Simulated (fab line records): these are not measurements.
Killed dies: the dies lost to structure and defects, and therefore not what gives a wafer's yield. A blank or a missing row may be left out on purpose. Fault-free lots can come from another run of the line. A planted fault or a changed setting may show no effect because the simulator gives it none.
fab line records	flow sky130
record: lots: 6	wafers: 18	last-day: 50
route steps=708 shown LI_CONTACT@365 LOCAL_INTERCONNECT@387 CONTACT@406 PAD_OPEN@708
lots that met no fault: from a run of the same line without faults
start-h: the number of hours between the record's first day and the start of the first shown wafer of the lot	wait-h: hours elapsed since this lot's preceding step	" identical to the entry in the row above	L1.1+2: a single row standing in for several wafers	- value missing, or start not given	* or withheld: withheld	< > ~ a bound
route shown NAME@n: names a module that has steps shown in the file, with the first one's number in the route	usual: the fault-free wafers' mean and standard deviation	same: alike in all rows	chamber/n: place in a boat	sites: per-site readings	_std_site: standard deviation of those values	_edge_site: outer sites' mean less inner sites'	radius-mm: how far each site lies from the wafer's centre	mask NAME#n: copy n	behind: the tool/chamber that last shaped the wafer	hold: why the lot was held/for how many hours/how that ended	device: the transistor (n, p or np) that didn't switch	end of line: tests of these same wafers at the route's end	for a step that has no rows: nothing shown but its recipe	killed: at the first sort, the dies lost to defects and structure; wafer yield is something else	map: a wafer's dies, x killed, . not, _ none there
set.NAME: the setting the step ran with; set.NAME@STEP: the setting that earlier step ran with	model.NAME: the simulator's own value behind a step, which no gauge read
lots at some steps of the route; a table a step, a row a wafer
services: when a tool's chamber went out of use (start-h, in hours from the record's first day, below 0 if earlier), for how many hours, and the reason
== steps ==
step: SKY_LI_CONTACT_BOW_MEAS_03
recipe: mode: bow
usual: LI_CONTACT_BOW: 55/6.3
lot.wafer	tool	chamber	start-h	wait-h	LI_CONTACT_BOW[um]
L239.1	film-metro-01	-	727.16	0.2	57
L239.4	"	-	"	"	48
L239.6	"	-	"	"	51
L240.2	film-metro-03	-	737.15	0.1	56
L240.4	"	-	"	"	58
L240.5	"	-	"	"	56
L242.2	film-metro-03	-	755.06	0.2	73
L242.4	"	-	"	"	67
L242.6	"	-	"	"	69
L246.1	film-metro-02	-	780.10	0.2	55
L246.2	"	-	"	"	55
L246.5	"	-	"	"	59
L247.1	film-metro-01	-	790.23	0.1	44
L247.3	"	-	"	"	53
L247.6	"	-	"	"	57
L251.1	film-metro-03	-	818.23	0.2	52
L251.3	"	-	"	"	55
L251.6	"	-	"	"	55
step: SKY_LI_CONTACT_DEHYDRATE_04
recipe: temp-c: 200	time-s: 60
step: SKY_LI_CONTACT_HMDS_05
recipe: prime-time-s: 60	prime-temp-c: 120
step: SKY_LI_CONTACT_COAT_06
recipe: resist: BARC	temp-c: withheld	time-s: withheld	spin-rpm: 3000	resist-thk-nm: 60
step: SKY_LI_CONTACT_COAT_07
recipe: resist: KrF-thick	spin-rpm: 3000	resist-thk-nm: 450
step: SKY_LI_CONTACT_SOFTBAKE_08
recipe: temp-c: 100	time-s: 90	resist: KrF-thick
step: SKY_LI_CONTACT_EXPOSE_09
recipe: mask-id: LICM1	na: 0.8	source-shape: annular	sigma-inner: 0.55	sigma-outer: 0.85	target-cd-nm: 170	dose-mj: 38
step: SKY_LI_CONTACT_PEB_10
recipe: peb-temp-c: withheld	peb-time-s: withheld	resist: KrF-thick
step: SKY_LI_CONTACT_DEVELOP_11
recipe: develop-time-s: 60	resist: KrF-thick	dev-temp-c: 21
step: SKY_LI_CONTACT_CD_MEAS_12
recipe: target-cd-nm: 170
usual: cd-nm: 169.9/1.2
lot.wafer	tool	chamber	start-h	wait-h	cd-nm
L239.1	cd-sem-01	-	754.92	-	170.2
L239.4	"	-	"	"	170.4
L239.6	"	-	"	"	170.1
L240.2	cd-sem-01	-	764.82	-	170.9
L240.4	"	-	"	"	171.8
L240.5	"	-	"	"	172.5
L242.2	cd-sem-01	-	782.12	-	171.6
L242.4	"	-	"	"	170.4
L242.6	"	-	"	"	170.0
L246.1	cd-sem-02	-	805.14	-	168.8
L246.2	"	-	"	"	169.0
L246.5	"	-	"	"	167.1
L247.1	cd-sem-01	-	815.84	-	169.2
L247.3	"	-	"	"	169.4
L247.6	"	-	"	"	170.0
L251.1	cd-sem-01	-	843.59	-	170.0
L251.3	"	-	"	"	170.2
L251.6	"	-	"	"	169.9
step: SKY_LI_CONTACT_OVL_MEAS_13
usual: LI_CONTACT_OVL: 4/5.5
lot.wafer	tool	chamber	start-h	wait-h	LI_CONTACT_OVL[nm]
L239.1	overlay-01	-	755.04	0.1	11
L239.4	"	-	"	"	6
L239.6	"	-	"	"	6
L240.2	overlay-02	-	764.93	0.1	7
L240.4	"	-	"	"	12
L240.5	"	-	"	"	6
L242.2	overlay-02	-	782.23	0.1	-4
L242.4	"	-	"	"	2
L242.6	"	-	"	"	-1
L246.1	overlay-02	-	805.26	0.1	6
L246.2	"	-	"	"	6
L246.5	"	-	"	"	-1
L247.1	overlay-01	-	815.96	0.1	3
L247.3	"	-	"	"	-4
L247.6	"	-	"	"	-1
L251.1	overlay-02	-	843.71	0.1	10
L251.3	"	-	"	"	7
L251.6	"	-	"	"	7
step: SKY_LI_CONTACT_ETCH_14
recipe: chemistry: N2/H2	target: BARC	ion-energy-ev: 200	source-w: 500	bias-w: 100	pressure-mtorr: 30	n2-flow-sccm: 100	h2-flow-sccm: 200	stop-on: SiO2	time-s: 45.9	target-depth-a: 600
step: SKY_LI_CONTACT_ETCH_15
recipe: target: PSG	chemistry: C4F8/O2/Ar	stop-on: Si	taper-deg: 4.15	mask-material: KrF-thick	source-w: 1500	bias-w: 1200	pressure-mtorr: 40	c4f8-flow-sccm: withheld	O2_flow_sccm: 6	Ar_flow_sccm: 300	time-s: withheld	target-depth-a: 6000
usual: chamber-pressure-mTorr: 40.00/0.04	oes-product-au: 0.838/0.0046
lot.wafer	tool	chamber	start-h	wait-h	chamber-pressure-mTorr	oes-product-au
L239.1	rie-diel-03	1	755.11	0.0	40.01	0.839
L239.4	"	3	"	"	39.99	0.834
L239.6	"	0	"	"	39.99	0.836
L240.2	rie-diel-03	2	765.00	0.0	40.02	0.837
L240.4	"	3	"	"	40.00	0.835
L240.5	"	3	"	"	39.97	0.824
L242.2	rie-diel-03	2	782.30	0.0	39.97	0.835
L242.4	"	2	"	"	40.00	0.831
L242.6	"	1	"	"	40.03	0.842
L246.1	rie-diel-02	2	805.34	0.0	39.98	0.842
L246.2	"	0	"	"	40.03	0.837
L246.5	"	1	"	"	40.03	0.842
L247.1	rie-diel-02	0	816.03	0.0	40.01	0.848
L247.3	"	2	"	"	40.07	0.842
L247.6	"	2	"	"	40.02	0.838
L251.1	rie-diel-02	2	843.79	0.0	40.01	0.838
L251.3	"	0	"	"	39.95	0.834
L251.6	"	3	"	"	40.00	0.833
step: SKY_LI_CONTACT_STRIP_16
recipe: chemistry: O2/N2	power-w: 1400	pressure-mtorr: 1500	platen-temp-c: withheld	o2-flow-sccm: 3000	n2-flow-sccm: 300	overash-fraction: 0.5
usual: chamber-pressure-mTorr: 1500.0/1.5	drypump-motor-current-A: 5.7/0.46	oes-product-au: 0.377/0.0056	strip-time-to-endpoint-s: 3.51/0.049
lot.wafer	tool	chamber	start-h	wait-h	chamber-pressure-mTorr	drypump-motor-current-A	oes-product-au	rf-hours-counter-h	strip-time-to-endpoint-s
L239.1	plasma-asher-03	0	755.20	-	1498.9	5.7	0.369	95	3.46
L239.4	"	0	"	"	1500.3	5.7	0.379	-	3.52
L239.6	"	0	"	"	1498.0	5.7	0.378	-	3.60
L240.2	plasma-asher-02	0	765.08	-	1501.3	6.2	0.389	2	3.53
L240.4	"	1	"	"	1503.8	5.1	0.384	-	3.53
L240.5	"	0	"	"	1498.9	6.2	0.381	-	3.53
L242.2	plasma-asher-03	0	782.38	-	1498.9	5.7	0.379	98	3.53
L242.4	"	0	"	"	1498.1	5.7	0.370	-	3.53
L242.6	"	0	"	"	1501.6	5.7	0.379	-	3.44
L246.1	plasma-asher-01	1	805.42	-	1499.2	6.2	0.379	69	3.52
L246.2	"	0	"	"	1500.3	5.3	0.375	69	3.47
L246.5	"	0	"	"	1503.6	5.3	0.370	-	3.54
L247.1	plasma-asher-02	0	816.12	-	1501.2	6.2	0.385	8	3.52
L247.3	"	1	"	"	1500.0	5.2	0.377	-	3.48
L247.6	"	0	"	"	1502.3	6.3	0.368	-	3.48
L251.1	plasma-asher-01	0	843.87	-	1499.9	5.3	0.369	73	3.48
L251.3	"	0	"	"	1500.3	5.3	0.373	-	3.46
L251.6	"	0	"	"	1498.7	5.3	0.366	-	3.47
step: SKY_LI_CONTACT_CLEAN_17
recipe: chemistry: NMP	time-s: 600	temp-c: 60	dry: n2-spin
step: SKY_LI_CONTACT_PRE_CLEAN_18
recipe: gas: Ar	time-s: 5.6	bias-v: 358
step: SKY_LI_CONTACT_SPUTTER_19
recipe: material: Ti	target-thk-nm: 20	chamber-pressure-pa: 5	power-w: 2500	substrate-temp-c: 200	time-s: 106.37
step: SKY_LI_CONTACT_SPUTTER_20
recipe: material: TiN	target-thk-nm: 20	chamber-pressure-pa: 5	power-w: 4000	time-s: 80
step: SKY_LI_CONTACT_CVD_21
recipe: material: W	target-thk-nm: 400	time-s: 120.56	temp-c: 400	pressure-torr: 40
usual: heater-power-w: 834/48
lot.wafer	tool	chamber	start-h	wait-h	heater-power-w
L239.1	cvd-w-02	0	755.63	0.0	882
L239.4	"	1	"	"	817
L239.6	"	1	"	"	835
L240.2	cvd-w-02	0	765.72	0.0	880
L240.4	"	1	"	"	833
L240.5	"	1	"	"	836
L242.2	cvd-w-02	0	782.82	0.0	855
L242.4	"	0	"	"	865
L242.6	"	0	"	"	885
L246.1	cvd-w-02	1	805.85	0.0	825
L246.2	"	0	"	"	888
L246.5	"	0	"	"	883
L247.1	cvd-w-02	1	816.55	0.0	808
L247.3	"	0	"	"	894
L247.6	"	0	"	"	864
L251.1	cvd-w-02	0	844.30	0.0	878
L251.3	"	1	"	"	834
L251.6	"	0	"	"	900
step: SKY_LI_CONTACT_RS_MEAS_22
recipe: thk-meas-gauge: four-point-probe	reads: W_of_LI_CONTACT_CVD_21+TiN_of_LI_CONTACT_SPUTTER_20+Ti_of_LI_CONTACT_SPUTTER_19
usual: LI_CONTACT_W_RS: 0.286/0.0042
lot.wafer	tool	chamber	start-h	wait-h	LI_CONTACT_W_RS[ohm/sq]
L239.1	film-metro-03	-	755.76	0.1	0.279
L239.4	"	-	"	"	0.285
L239.6	"	-	"	"	0.284
L240.2	film-metro-03	-	765.87	0.1	0.277
L240.4	"	-	"	"	0.282
L240.5	"	-	"	"	0.284
L242.2	film-metro-02	-	782.96	0.1	0.279
L242.4	"	-	"	"	0.278
L242.6	"	-	"	"	0.276
L246.1	film-metro-03	-	805.98	0.1	0.278
L246.2	"	-	"	"	0.282
L246.5	"	-	"	"	0.279
L247.1	film-metro-02	-	816.68	0.1	0.286
L247.3	"	-	"	"	0.283
L247.6	"	-	"	"	0.283
L251.1	film-metro-03	-	844.43	0.1	0.280
L251.3	"	-	"	"	0.282
L251.6	"	-	"	"	0.281
step: SKY_LI_CONTACT_THK_MEAS_23
recipe: thk-meas-gauge: xrf	reads: W_of_LI_CONTACT_CVD_21
usual: LI_CONTACT_W_THK: 394/6.9
lot.wafer	tool	chamber	start-h	wait-h	LI_CONTACT_W_THK[nm]
L239.1	film-metro-03	-	755.88	0.1	399
L239.4	"	-	"	"	392
L239.6	"	-	"	"	392
L240.2	film-metro-03	-	765.98	0.1	406
L240.4	"	-	"	"	395
L240.5	"	-	"	"	395
L242.2	film-metro-02	-	783.07	0.1	410
L242.4	"	-	"	"	412
L242.6	"	-	"	"	413
L246.1	film-metro-03	-	806.10	0.1	405
L246.2	"	-	"	"	398
L246.5	"	-	"	"	406
L247.1	film-metro-02	-	816.80	0.1	395
L247.3	"	-	"	"	398
L247.6	"	-	"	"	400
L251.1	film-metro-03	-	844.55	0.1	400
L251.3	"	-	"	"	397
L251.6	"	-	"	"	399
step: SKY_LI_CONTACT_CMP_24
recipe: stop-on: PSG	t-overpolish-s: 20	down-force-psi: 3.5	platen-rpm: 60	target-thk-nm: 0	pad-velocity-m-s: 0.94248
step: SKY_LOCAL_INTERCONNECT_SPUTTER_00
recipe: material: TiN	target-thk-nm: 100	temp-c: 300	power-w: 6500	time-s: 83.3	chamber-pressure-pa: 0.4
usual: throttle-valve-pct: 30.3/0.83
lot.wafer	tool	chamber	start-h	wait-h	throttle-valve-pct
L239.1	pvd-sputter-01	-	756.24	0.1	30.6
L239.4	"	-	"	"	31.4
L239.6	"	-	"	"	31.6
L240.2	pvd-sputter-01	-	766.33	0.1	30.0
L240.4	"	-	"	"	31.4
L240.5	"	-	"	"	30.1
L242.2	pvd-sputter-01	-	783.63	0.1	30.2
L242.4	"	-	"	"	31.7
L242.6	"	-	"	"	29.8
L246.1	pvd-sputter-04	-	806.46	0.2	30.4
L246.2	"	-	"	"	30.1
L246.5	"	-	"	"	30.6
L247.1	pvd-sputter-03	-	817.16	0.2	30.7
L247.3	"	-	"	"	30.6
L247.6	"	-	"	"	30.2
L251.1	pvd-sputter-01	-	844.91	0.1	30.1
L251.3	"	-	"	"	31.6
L251.6	"	-	"	"	31.3
step: SKY_LOCAL_INTERCONNECT_RS_MEAS_01
recipe: thk-meas-gauge: four-point-probe	reads: TiN_of_LOCAL_INTERCONNECT_SPUTTER_00
usual: LOCAL_INTERCONNECT_TIN_RS: 14.10/0.18
lot.wafer	tool	chamber	start-h	wait-h	LOCAL_INTERCONNECT_TIN_RS[ohm/sq]
L239.1	film-metro-03	-	756.30	0.0	13.84
L239.4	"	-	"	"	14.23
L239.6	"	-	"	"	14.07
L240.2	film-metro-03	-	766.41	0.1	14.12
L240.4	"	-	"	"	14.45
L240.5	"	-	"	"	14.17
L242.2	film-metro-03	-	783.71	0.1	14.02
L242.4	"	-	"	"	14.15
L242.6	"	-	"	"	13.96
L246.1	film-metro-01	-	806.52	0.0	14.02
L246.2	"	-	"	"	14.27
L246.5	"	-	"	"	14.13
L247.1	film-metro-04	-	817.22	0.0	14.24
L247.3	"	-	"	"	14.02
L247.6	"	-	"	"	13.97
L251.1	film-metro-01	-	844.97	0.0	13.92
L251.3	"	-	"	"	14.21
L251.6	"	-	"	"	14.05
step: SKY_LOCAL_INTERCONNECT_THK_MEAS_02
recipe: thk-meas-gauge: xrf	reads: TiN_of_LOCAL_INTERCONNECT_SPUTTER_00
usual: LOCAL_INTERCONNECT_TIN_THK: 100.1/1.3
lot.wafer	tool	chamber	start-h	wait-h	LOCAL_INTERCONNECT_TIN_THK[nm]
L239.1	film-metro-03	-	756.42	0.1	101.5
L239.4	"	-	"	"	98.7
L239.6	"	-	"	"	99.9
L240.2	film-metro-03	-	766.52	0.1	99.3
L240.4	"	-	"	"	97.5
L240.5	"	-	"	"	99.6
L242.2	film-metro-03	-	783.82	0.1	100.6
L242.4	"	-	"	"	99.5
L242.6	"	-	"	"	100.9
L246.1	film-metro-01	-	806.64	0.1	100.5
L246.2	"	-	"	"	99.3
L246.5	"	-	"	"	100.2
L247.1	film-metro-04	-	817.34	0.1	99.4
L247.3	"	-	"	"	101.7
L247.6	"	-	"	"	101.9
L251.1	film-metro-01	-	845.09	0.1	101.3
L251.3	"	-	"	"	99.5
L251.6	"	-	"	"	100.5
step: SKY_LOCAL_INTERCONNECT_DEHYDRATE_03
recipe: temp-c: 200	time-s: 60
step: SKY_LOCAL_INTERCONNECT_HMDS_04
recipe: prime-time-s: 60	prime-temp-c: 120
step: SKY_LOCAL_INTERCONNECT_COAT_05
recipe: resist: BARC	temp-c: withheld	time-s: withheld	spin-rpm: 3000	resist-thk-nm: 60
step: SKY_LOCAL_INTERCONNECT_COAT_06
recipe: resist: KrF-thick	spin-rpm: 3000	resist-thk-nm: 450
step: SKY_LOCAL_INTERCONNECT_SOFTBAKE_07
recipe: temp-c: 100	time-s: 90	resist: KrF-thick
step: SKY_LOCAL_INTERCONNECT_EXPOSE_08
recipe: mask-id: LI1M	na: 0.8	source-shape: annular	sigma-inner: 0.55	sigma-outer: 0.85	target-cd-nm: 170	dose-mj: 28
step: SKY_LOCAL_INTERCONNECT_PEB_09
recipe: peb-temp-c: withheld	peb-time-s: withheld	resist: KrF-thick
step: SKY_LOCAL_INTERCONNECT_DEVELOP_10
recipe: develop-time-s: 60	resist: KrF-thick	dev-temp-c: 21
step: SKY_LOCAL_INTERCONNECT_CD_MEAS_11
recipe: target-cd-nm: 170
usual: cd-nm: 170.1/1.3
lot.wafer	tool	chamber	start-h	wait-h	cd-nm
L239.1	cd-sem-01	-	782.61	-	169.0
L239.4	"	-	"	"	168.8
L239.6	"	-	"	"	170.4
L240.2	cd-sem-01	-	792.96	-	169.3
L240.4	"	-	"	"	168.6
L240.5	"	-	"	"	169.9
L242.2	cd-sem-01	-	809.42	-	169.0
L242.4	"	-	"	"	170.8
L242.6	"	-	"	"	168.8
L246.1	cd-sem-01	-	832.90	-	169.9
L246.2	"	-	"	"	169.1
L246.5	"	-	"	"	168.9
L247.1	cd-sem-01	-	843.24	-	169.1
L247.3	"	-	"	"	170.3
L247.6	"	-	"	"	170.4
L251.1	cd-sem-02	-	871.54	-	168.7
L251.3	"	-	"	"	168.6
L251.6	"	-	"	"	170.1
step: SKY_LOCAL_INTERCONNECT_OVL_MEAS_12
usual: LOCAL_INTERCONNECT_OVL: 3/4.6
lot.wafer	tool	chamber	start-h	wait-h	LOCAL_INTERCONNECT_OVL[nm]
L239.1	overlay-02	-	782.73	0.1	-5
L239.4	"	-	"	"	4
L239.6	"	-	"	"	1
L240.2	overlay-02	-	793.06	0.1	5
L240.4	"	-	"	"	-4
L240.5	"	-	"	"	0
L242.2	overlay-02	-	809.53	0.1	2
L242.4	"	-	"	"	-1
L242.6	"	-	"	"	-3
L246.1	overlay-02	-	833.02	0.1	6
L246.2	"	-	"	"	6
L246.5	"	-	"	"	12
L247.1	overlay-02	-	843.36	0.1	4
L247.3	"	-	"	"	6
L247.6	"	-	"	"	7
L251.1	overlay-02	-	871.66	0.1	3
L251.3	"	-	"	"	1
L251.6	"	-	"	"	5
step: SKY_LOCAL_INTERCONNECT_ETCH_13
recipe: chemistry: N2/H2	target: BARC	ion-energy-ev: 200	bias-w: 100	pressure-mtorr: 30	n2-flow-sccm: 100	h2-flow-sccm: 200	icp-w: 500	stop-on: SiO2	time-s: 45.9	target-depth-a: 600
usual: chamber-pressure-mTorr: 29.998/0.029	drypump-motor-current-A: 5.9/0.55	h2-flow-sccm: 200.0/0.59	oes-product-au: 0.854/0.0044	throttle-valve-pct: 13.224/0.0087
lot.wafer	tool	chamber	start-h	wait-h	chamber-pressure-mTorr	drypump-motor-current-A	h2-flow-sccm	oes-product-au	rf-hours-counter-h	throttle-valve-pct
L239.1	rie-metal-04	0	782.76	0.0	30.030	6.7	199.5	0.854	15	13.213
L239.4	"	1	"	"	30.016	6.2	199.1	0.854	-	13.224
L239.6	"	0	"	"	29.991	6.7	199.8	0.849	-	13.233
L240.2	rie-metal-03	0	793.11	0.0	29.966	6.0	200.6	0.854	-	13.224
L240.4	"	0	"	"	29.996	6.0	199.7	0.852	-	13.218
L240.5	"	0	"	"	30.017	6.0	200.7	0.858	-	13.243
L242.2	rie-metal-04	1	809.56	0.0	29.981	6.2	200.2	0.846	3	13.225
L242.4	"	0	"	"	29.986	6.7	200.0	0.856	-	13.235
L242.6	"	0	"	"	29.987	6.7	200.3	0.855	-	13.226
L246.1	rie-metal-04	1	833.05	0.0	30.050	6.2	199.9	0.862	4	13.227
L246.2	"	0	"	"	29.997	6.7	199.9	0.853	17	13.215
L246.5	"	1	"	"	29.967	6.2	200.6	0.855	-	13.231
L247.1	rie-metal-03	0	843.39	0.0	30.026	6.0	200.1	0.857	7	13.220
L247.3	"	0	"	"	30.045	6.0	199.3	0.853	-	13.224
L247.6	"	0	"	"	30.022	6.0	199.5	0.852	-	13.227
L251.1	rie-metal-04	1	871.69	0.0	29.994	6.2	199.7	0.849	6	13.232
L251.3	"	0	"	"	29.989	6.7	200.7	0.855	-	13.215
L251.6	"	0	"	"	29.965	6.7	200.4	0.844	-	13.235
step: SKY_LOCAL_INTERCONNECT_METAL_ETCH_14
recipe: target-depth-nm: 110	stop-on: PSG	chemistry: Cl2/BCl3	target: TiN	resist-sidewall-deg: 88	pressure-mtorr: 10	icp-w: 900	bias-w: 48.5	Cl2_flow_sccm: 60	bcl3-flow-sccm: 30	time-s: 31.4
step: SKY_LOCAL_INTERCONNECT_STRIP_15
recipe: chemistry: O2/N2	power-w: 1400	pressure-mtorr: 1500	platen-temp-c: withheld	o2-flow-sccm: 3000	n2-flow-sccm: 300	overash-fraction: 0.5
usual: chamber-pressure-mTorr: 1500.0/1.4	drypump-motor-current-A: 5.5/0.39	oes-product-au: 0.427/0.0046	strip-time-to-endpoint-s: 4.725/0.021
lot.wafer	tool	chamber	start-h	wait-h	chamber-pressure-mTorr	drypump-motor-current-A	oes-product-au	rf-hours-counter-h	strip-time-to-endpoint-s
L239.1	plasma-asher-04	1	782.88	0.0	1499.0	5.0	0.428	32	4.703
L239.4	"	1	"	"	1499.0	5.1	0.427	-	4.686
L239.6	"	0	"	"	1501.1	5.2	0.429	-	4.716
L240.2	plasma-asher-01	1	793.32	0.1	1498.7	6.2	0.425	67	4.708
L240.4	"	0	"	"	1500.0	5.3	0.430	-	4.715
L240.5	"	0	"	"	1500.1	5.3	0.425	-	4.722
L242.2	plasma-asher-01	0	809.67	0.0	1501.4	5.3	0.423	69	4.757
L242.4	"	1	"	"	1500.5	6.1	0.428	-	4.740
L242.6	"	0	"	"	1498.9	5.3	0.428	-	4.724
L246.1	plasma-asher-01	0	833.17	0.0	1500.4	5.3	0.430	72	4.729
L246.2	"	1	"	"	1498.1	6.2	0.431	72	4.741
L246.5	"	0	"	"	1502.1	5.3	0.423	-	4.714
L247.1	plasma-asher-04	0	843.51	0.0	1501.9	5.2	0.422	39	4.735
L247.3	"	1	"	"	1499.7	5.1	0.425	-	4.742
L247.6	"	0	"	"	1498.8	5.2	0.423	-	4.747
L251.1	plasma-asher-01	0	871.81	0.0	1500.4	5.3	0.427	76	4.686
L251.3	"	0	"	"	1501.8	5.3	0.418	-	4.697
L251.6	"	1	"	"	1500.2	6.1	0.433	-	4.707
step: SKY_LOCAL_INTERCONNECT_STRIP_16
recipe: chemistry: post-etch-residue-remover	time-s: 1200	temp-c: 72.5
step: SKY_LOCAL_INTERCONNECT_CLEAN_17
recipe: chemistry: IPA	time-s: 180	temp-c: 25
step: SKY_LOCAL_INTERCONNECT_CLEAN_18
recipe: chemistry: O3/DIW	dry: n2-spin
step: SKY_CONTACT_CVD_00
recipe: material: Si3N4	target-thk-nm: 75	temp-c: 400	time-s: withheld	rf-w: 450
step: SKY_PAD_OPEN_PROBE_99
usual: killed_at_M0_to_M3: 43/6.5	killed_at_M4_up: 3.1/1.8	killed-at-contacts: 24/5.6	killed-at-front-end: 15/4.2	killed-at-other: 0.3/0.5	killed-dies: 86/8.9	killed-open: 47/6.9	killed-short: 39/5.9
same: gross-dies: 492	killed-at-back-side: 0
lot.wafer	tool	chamber	start-h	wait-h	killed_at_M0_to_M3	killed_at_M4_up	killed-at-contacts	killed-at-front-end	killed-at-other	killed-dies	killed-open	killed-short
L239.4	prober-02	-	1129.54	0.2	37	4	61	19	0	121	38	42
L240.4	prober-01	-	1136.75	0.2	33	1	67	21	1	123	44	36
L240.5	prober-01	-	1136.80	0.2	47	1	69	12	0	129	44	36
L246.1	prober-01	-	1167.31	0.1	34	6	30	16	0	86	43	43
L246.2	prober-01	-	1167.36	0.1	38	6	22	18	0	84	47	37
L246.5	prober-01	-	1167.51	0.2	42	1	23	13	0	79	43	36
killed by level:class
L239.4 LI_CONTACT:unspecified=41 METAL1:geometric-particle:short=9 CONTACT:geometric-particle:open=7 FIELD_ISO:geometric-particle:open=6 VIA1:geometric-particle:open=6 LI_CONTACT:geometric-particle:short=5 METAL2:geometric-particle:short=5 FIELD_ISO:geometric-particle:short=4
L240.4 LI_CONTACT:unspecified=43 VIA2:geometric-particle:open=11 CONTACT:geometric-particle:open=6 POLY_GATE:geometric-particle:short=5 POLY_GATE:geometric-particle:open=5 LI_CONTACT:geometric-particle:open=5 LOCAL_INTERCONNECT:geometric-particle:short=5 FIELD_ISO:geometric-particle:open=4
L240.5 LI_CONTACT:unspecified=49 CONTACT:geometric-particle:open=12 VIA1:geometric-particle:open=12 VIA2:geometric-particle:open=8 METAL1:geometric-particle:short=7 METAL2:geometric-particle:short=6 VIA2:geometric-particle:short=5 POLY_GATE:geometric-particle:short=4
L246.1 CONTACT:geometric-particle:open=11 VIA1:geometric-particle:open=9 CONTACT:geometric-particle:short=8 METAL4:geometric-particle:short=6 LI_CONTACT:geometric-particle:open=5 LOCAL_INTERCONNECT:geometric-particle:short=5 METAL2:geometric-particle:short=5 VIA3:geometric-particle:open=4
L246.2 VIA1:geometric-particle:open=9 LI_CONTACT:geometric-particle:open=8 FIELD_ISO:geometric-particle:open=6 CONTACT:geometric-particle:open=6 METAL1:geometric-particle:short=6 VIA2:geometric-particle:short=5 METAL3:geometric-particle:short=5 POLY_GATE:geometric-particle:open=4
L246.5 VIA1:geometric-particle:open=12 VIA2:geometric-particle:open=8 LI_CONTACT:geometric-particle:short=6 LI_CONTACT:geometric-particle:open=6 VIA1:geometric-particle:short=6 CONTACT:geometric-particle:open=5 METAL2:geometric-particle:short=5 POLY_GATE:geometric-particle:short=4
map L239.4 (x killed, . not)
__________.........._________
________..........xx.._______
______.....x..........x._____
_____................x.x.____
____.xx.x...x....x..x.xx..___
___.x....x.x...x...xx...xx.__
__.........xxx....x.x....x.._
_......x.xxxxxx......x.......
_......xxxxxxxxxx.x...xx..x..
_...x.xxxxxxxxxx..x.x....x...
_......xxxxxxxx...x...x......
_.......xxx............x.....
_..x.x...xxxx.......x...x....
_....x....x....x.....x.....x.
_..x..........x............x.
__...x..x..x....x..x...xxx.._
___x....x...xx..x..........__
____x............x........___
_____x......x..x.........____
______.......x..x...x..._____
________....x....xxx.._______
__________x.......x._________
map L240.5 (x killed, . not)
__________......x.x._________
________.....x.......x_______
______..x...x.......x.x._____
_____xx....x...x.........____
____...x..x....x.x..x...x.___
___xxx...xxx.xx.....x......__
__...x...xxxxx...x...x......_
_.......xxxxxxxx.....x..x.x..
_........xxxxxxxx........x...
_x....x.xxxxxxx.xx...x....x..
_.....x.xxxxxxxx.....x...x...
_......x..x.x.xx.......x.....
_..x.x.x..x.x....x...x.......
_......x.......x......x....xx
_..x........x.....x....x.....
__.x....x..x..x......xx....._
___x..x.x......x...........__
____...x.x.xx..xxx........___
_____.x............xxx..x____
______.....x............_____
________.x...xx......._______
__________....x.x..._________
== services ==
tool	chamber	start-h	hours	kind
pvd-sputter-04	-	731.81	1.0	repair
plasma-asher-02	-	733.80	9.0	pm
plasma-asher-02	0	733.80	9.0	vent-cycle
plasma-asher-02	1	733.80	9.0	vent-cycle
rie-diel-03	-	739.79	14.6	pm
pvd-sputter-03	-	741.38	0.8	repair
plasma-asher-02	0	742.80	-	clean
rie-diel-02	3	752.77	-	clean
rie-diel-02	3	752.77	28.4	scheduled-down
rie-diel-02	3	752.77	28.4	vent-cycle
rie-metal-03	1	753.89	61.3	repair
plasma-asher-03	-	761.68	0.8	repair
rie-diel-03	3	780.92	-	clean
rie-diel-03	3	780.92	16.8	scheduled-down
rie-diel-03	3	780.92	16.8	vent-cycle
rie-metal-03	0	784.91	6.7	repair
rie-metal-04	-	786.14	4.3	pm
rie-diel-02	2	787.87	7.6	repair
rie-diel-03	1	788.88	2.7	repair
plasma-asher-03	-	803.68	15.6	repair
rie-diel-02	0	811.91	2.8	repair
pvd-sputter-01	-	863.33	0.8	repair
plasma-asher-04	-	863.65	2.8	pm
cvd-w-02	1	865.42	2.9	repair
== key ==
first-sign: step: SKY_PAD_OPEN_PROBE_99	reading: killed-at-contacts	direction: up	sigmas: 7.5	usual: 24	struck: 66
effect: step: SKY_PAD_OPEN_PROBE_99	reading: killed-dies	direction: up	sigmas: 4.4	usual: 86	struck: 124
met-at SKY_LI_CONTACT_ETCH_15
struck-wafers L239.4,L240.4,L240.5
tester-left-out L239,L240
fault: kind: chamber-particle-source	tool: rie-diel-03	chamber: 3	onset-h: 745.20	steps: SKY_LI_CONTACT_ETCH_15	rate-per-visit-cm2: 0.48914	end-h: 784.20
tester-left-out: of these lots the tester's yield and bins aren't shown, on N5 and GAA mostly nor the transistor test; their killed dies are dies lost to structure and defects alone, not to doping, threshold or leakage, so they don't give the yield
